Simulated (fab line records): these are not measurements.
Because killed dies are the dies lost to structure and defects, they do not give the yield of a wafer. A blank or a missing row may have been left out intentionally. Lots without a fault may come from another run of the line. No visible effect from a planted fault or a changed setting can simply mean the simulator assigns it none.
fab line records | flow sky130
record: lots: 6 wafers: 18 last_day: 50
route steps=708 shown VT_ADJUST_PCH@144 SONOS_TUNNEL@154
lots untouched by any fault: they come from a run of this same line in which no faults occurred
start_h: hours from the record's opening day to when the first of the lot's shown wafers began | wait_h: hours since the lot's step before | " as in the row above | L1.1+2: a row that stands for several wafers | - no value, or no start was given | * or withheld: withheld | < > ~ a bound
route shown NAME@n: NAME is a module with steps in the file, n the number in the route of the first one | usual: average and standard deviation across the fault-free wafers | same: alike in all rows | chamber/n: place in a boat | sites: readings site by site | _std_site: how widely they spread, as a standard deviation | _edge_site: outer sites' mean less inner sites' | radius_mm: how far each site lies from the wafer's centre | mask NAME#n: copy n | behind: the most recent tool/chamber to have shaped the wafer | hold: what put the lot on hold/how long, in hours/how the hold closed | device: which transistor (n, p or np) failed to switch | end of line: the tests these same wafers got at the end of their route | a step without rows: its recipe alone | killed: dies lost to structure and defects at the first sort, not the wafer's yield | map: shows each die of a wafer: x if killed, . if not, _ if none is there
set.NAME: the setting as run; set.NAME@STEP: as run at that earlier step | model.NAME: the simulator's own value behind a step, which no gauge read
certain route steps with their lots: each step a table, each wafer a row
services: a tool's chamber out of use, with start hour (start_h, from the record's first day; less than 0 if before it), hours out, and reason
== steps ==
step: SKY_VT_ADJUST_PCH_HMDS_01
recipe: prime_time_s: 60 prime_temp_c: 120
step: SKY_VT_ADJUST_PCH_COAT_02
recipe: spin_rpm: 2000 resist_thk_nm: 3000
step: SKY_VT_ADJUST_PCH_SOFTBAKE_03
recipe: temp_c: 110 time_s: withheld
step: SKY_VT_ADJUST_PCH_EXPOSE_04
recipe: mask_id: NWM na: 0.6 source_shape: conventional sigma_outer: 0.6 polarization: unpolarized target_cd_nm: 840 dose_mj: 255
step: SKY_VT_ADJUST_PCH_PEB_05
recipe: temp_c: 115 time_s: withheld
step: SKY_VT_ADJUST_PCH_DEVELOP_06
recipe: wall_angle_deg: 90 developer: TMAH develop_time_s: 60 dev_temp_c: 23.6
step: SKY_VT_ADJUST_PCH_OVL_MEAS_07
usual: VT_ADJUST_PCH_OVL: -1.3/1.4
columns lot.wafer tool chamber start_h wait_h VT_ADJUST_PCH_OVL[nm]
L644.1 overlay-02 - 237.94 - -0.6
L644.3 " - " " -0.7
L644.5 " - " " -0.6
L655.2 overlay-02 - 324.69 - -1.7
L655.3 " - " " -1.3
L655.5 " - " " -1.8
L662.1 overlay-02 - 379.71 - -1.9
L662.4 " - " " -3.3
L662.5 " - " " -0.6
L663.2 overlay-02 - 386.09 - 0.2
L663.3 " - " " -1.4
L663.6 " - " " -0.8
L664.2 overlay-01 - 392.12 - -2.7
L664.5 " - " " -2.7
L664.6 " - " " -2.8
L665.1 overlay-01 - 400.86 - 0.5
L665.4 " - " " -0.8
L665.5 " - " " 0.4
step: SKY_VT_ADJUST_PCH_IMPLANT_08
recipe: species: B energy_kev: 10 dose_cm2: 5e+11 tilt_deg: withheld
step: SKY_VT_ADJUST_PCH_STRIP_09
recipe: chemistry: O2/N2 power_w: 1400 pressure_mtorr: 1500 platen_temp_c: withheld o2_flow_sccm: 3000 n2_flow_sccm: 300 overash_fraction: 0.5
usual: drypump_motor_current_A: 5.6/0.58 oes_product_au: 0.722/0.0046 strip_time_to_endpoint_s: 36.93/0.087
columns lot.wafer tool chamber start_h wait_h drypump_motor_current_A oes_product_au rf_hours_counter_h strip_time_to_endpoint_s
L644.1 plasma_asher-01 0 238.12 0.1 4.8 0.726 57 37.04
L644.3 " 0 " " 4.8 0.725 - 36.99
L644.5 " 1 " " 5.0 0.721 - 37.00
L655.2 plasma_asher-01 1 324.87 0.1 5.0 0.728 65 37.00
L655.3 " 1 " " 5.0 0.717 - 36.90
L655.5 " 0 " " 4.8 0.716 - 36.99
L662.1 plasma_asher-03 1 379.90 0.1 6.0 0.722 57 36.86
L662.4 " 1 " " 6.0 0.719 - 36.90
L662.5 " 0 " " 6.0 0.729 - 36.85
L663.2 plasma_asher-04 0 386.27 0.1 6.3 0.729 26 36.98
L663.3 " 0 " " 6.3 0.725 - 37.07
L663.6 " 1 " " 4.9 0.727 - 37.04
L664.2 plasma_asher-04 1 392.30 0.1 4.9 0.722 26 36.87
L664.5 " 1 " " 4.9 0.725 - 36.86
L664.6 " 0 " " 6.3 0.725 - 36.83
L665.1 plasma_asher-01 0 401.05 0.1 4.8 0.715 72 36.89
L665.4 " 1 " " 5.0 0.725 - 36.92
L665.5 " 0 " " 4.8 0.724 - 36.90
step: SKY_VT_ADJUST_PCH_TW_MEAS_10
usual: VT_ADJUST_PCH_TW: 142.5/0.91
columns lot.wafer tool chamber start_h wait_h VT_ADJUST_PCH_TW
L644.1 film_metro-04 - 238.22 0.1 141.7
L644.3 " - " " 142.3
L644.5 " - " " 141.8
L655.2 film_metro-01 - 324.98 0.1 141.9
L655.3 " - " " 141.5
L655.5 " - " " 142.0
L662.1 film_metro-02 - 380.00 0.1 143.3
L662.4 " - " " 142.8
L662.5 " - " " 143.6
L663.2 film_metro-04 - 386.38 0.1 141.8
L663.3 " - " " 142.3
L663.6 " - " " 142.9
L664.2 film_metro-04 - 392.41 0.1 142.3
L664.5 " - " " 142.3
L664.6 " - " " 142.7
L665.1 film_metro-01 - 401.15 0.1 142.3
L665.4 " - " " 142.5
L665.5 " - " " 142.3
step: SKY_SONOS_TUNNEL_DEHYDRATE_00
recipe: temp_c: 200 time_s: 60
step: SKY_SONOS_TUNNEL_HMDS_01
recipe: prime_time_s: 60 prime_temp_c: 120
step: SKY_SONOS_TUNNEL_COAT_02
recipe: resist: NOVOLAK spin_rpm: 3000 resist_thk_nm: 1140
usual: spin_speed_rpm: 3000.6/2
columns lot.wafer tool chamber start_h wait_h spin_speed_rpm model.NOVOLAK_of_SONOS_TUNNEL_COAT_02.thk_nm
L644.1 litho_track-02 0 249.36 0.1 3002.1 1132
L644.3 " 0 " " 3000.4 1133
L644.5 " 0 " " 2998.4 1132
L655.2 litho_track-04 0 337.48 0.1 3000.7 1141
L655.3 " 0 " " 2999.7 1147
L655.5 " 0 " " 2998.9 1143
L662.1 litho_track-04 0 394.26 0.1 3435.4 1071
L662.4 " 0 " " 3433.5 1071
L662.5 " 0 " " 3435.3 1070
L663.2 litho_track-04 0 400.43 0.1 3438.2 1068
L663.3 " 0 " " 3438.1 1069
L663.6 " 0 " " 3438.0 1067
L664.2 litho_track-01 0 406.31 0.1 3000.3 1146
L664.5 " 0 " " 2997.2 1147
L664.6 " 0 " " 3000.2 1148
L665.1 litho_track-02 0 416.71 0.1 3006.1 1144
L665.4 " 0 " " 3000.2 1141
L665.5 " 0 " " 3003.3 1144
step: SKY_SONOS_TUNNEL_SOFTBAKE_03
recipe: temp_c: 90 time_s: 60 resist: NOVOLAK
step: SKY_SONOS_TUNNEL_EXPOSE_04
recipe: mask_id: TUNM na: 0.6 source_shape: conventional sigma_outer: 0.6 polarization: unpolarized target_cd_nm: 410 dose_mj: 136
step: SKY_SONOS_TUNNEL_PEB_05
recipe: temp_c: withheld time_s: * resist: NOVOLAK
step: SKY_SONOS_TUNNEL_DEVELOP_06
recipe: resist: NOVOLAK developer: TMAH develop_time_s: 60 dev_temp_c: 23
columns lot.wafer tool chamber start_h wait_h model.NOVOLAK_of_SONOS_TUNNEL_COAT_02.thk_nm
L644.1+5 litho_track-04 0 260.21 0.1 1132
L644.3 " 0 " " 1133
L655.2 litho_track-02 0 351.74 0.1 1141
L655.3 " 0 " " 1146
L655.5 " 0 " " 1143
L662.1+4 litho_track-02 0 408.76 0.1 1071
L662.5 " 0 " " 1070
L663.2 litho_track-04 0 416.33 0.1 1068
L663.3 " 0 " " 1069
L663.6 " 0 " " 1067
L664.2 litho_track-04 0 421.68 0.1 1146
L664.5 " 0 " " 1147
L664.6 " 0 " " 1148
L665.1+5 litho_track-01 0 431.14 0.1 1144
L665.4 " 0 " " 1140
step: SKY_SONOS_TUNNEL_CD_MEAS_07
recipe: target_cd_nm: 410
usual: cd_nm: 409.7/2.4
columns lot.wafer tool chamber start_h wait_h cd_nm
L644.1 cd_sem-01 - 260.36 0.1 409.5
L644.3 " - " " 409.3
L644.5 " - " " 411.1
L655.2 cd_sem-01 - 351.88 0.1 406.6
L655.3 " - " " 405.4
L655.5 " - " " 406.3
L662.1 cd_sem-02 - 408.91 0.1 416.6
L662.4 " - " " 418.2
L662.5 " - " " 417.0
L663.2 cd_sem-02 - 416.50 0.1 417.2
L663.3 " - " " 417.8
L663.6 " - " " 419.8
L664.2 cd_sem-02 - 421.83 0.1 409.3
L664.5 " - " " 408.6
L664.6 " - " " 409.7
L665.1 cd_sem-02 - 431.38 0.2 407.4
L665.4 " - " " 407.3
L665.5 " - " " 407.4
step: SKY_SONOS_TUNNEL_OVL_MEAS_08
usual: SONOS_TUNNEL_OVL: 0.9/1.5
columns lot.wafer tool chamber start_h wait_h SONOS_TUNNEL_OVL[nm]
L644.1 overlay-01 - 260.48 0.1 2.3
L644.3 " - " " 0.7
L644.5 " - " " 2.7
L655.2 overlay-01 - 351.99 0.1 -0.2
L655.3 " - " " 0.1
L655.5 " - " " -0.4
L662.1 overlay-02 - 409.03 0.1 -1.0
L662.4 " - " " 0.2
L662.5 " - " " -0.7
L663.2 overlay-02 - 416.61 0.1 1.5
L663.3 " - " " 2.4
L663.6 " - " " 4.5
L664.2 overlay-02 - 421.94 0.1 -1.5
L664.5 " - " " 0.9
L664.6 " - " " -1.6
L665.1 overlay-01 - 431.50 0.1 -2.1
L665.4 " - " " -1.5
L665.5 " - " " 2.5
== services ==
columns tool chamber start_h hours kind
plasma_asher-03 - 262.71 1.7 repair
plasma_asher-03 - 284.07 2.2 repair
plasma_asher-04 - 302.79 4.4 repair
plasma_asher-01 - 346.80 8.8 repair
litho_track-01 - 409.58 - consumable_replace:filter
plasma_asher-01 - 421.25 9.0 pm
plasma_asher-01 0 421.25 9.0 vent_cycle
plasma_asher-01 1 421.25 9.0 vent_cycle
plasma_asher-01 0 430.25 - clean
plasma_asher-01 1 430.25 - clean
== key ==
first_sign: step: SKY_SONOS_TUNNEL_COAT_02 reading: spin_speed_rpm direction: up sigmas: 99+ usual: 3000.6 struck: 3436.4
effect: step: SKY_SONOS_TUNNEL_CD_MEAS_07 reading: cd_nm direction: up sigmas: 3.4 usual: 409.7 struck: 417.8
model_effect: step: SKY_SONOS_TUNNEL_COAT_02 value: NOVOLAK_of_SONOS_TUNNEL_COAT_02.thk_nm without: 1145 struck: 1070
model_effect: step: SKY_SONOS_TUNNEL_DEVELOP_06 value: NOVOLAK_of_SONOS_TUNNEL_COAT_02.thk_nm without: 1144 struck: 1069
met_at SKY_SONOS_TUNNEL_COAT_02
struck_wafers L662.1,L662.4,L662.5,L663.2,L663.3,L663.6
tester_left_out L662,L663
onset_between 337.48 394.26
fault: kind: process_parameter_drift tool: litho_track-04 chamber: - onset_h: 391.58 steps: SKY_SONOS_TUNNEL_COAT_02 channel: spin_rpm offset: 437.44 shape: step end_h: 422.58 acts_in: these_recipes_only stated: 3000
tester_left_out: of these lots the tester's yield and bins aren't shown, on N5 and GAA mostly nor the transistor test; their killed dies are dies lost to structure and defects alone, not to doping, threshold or leakage, so they don't give the yield
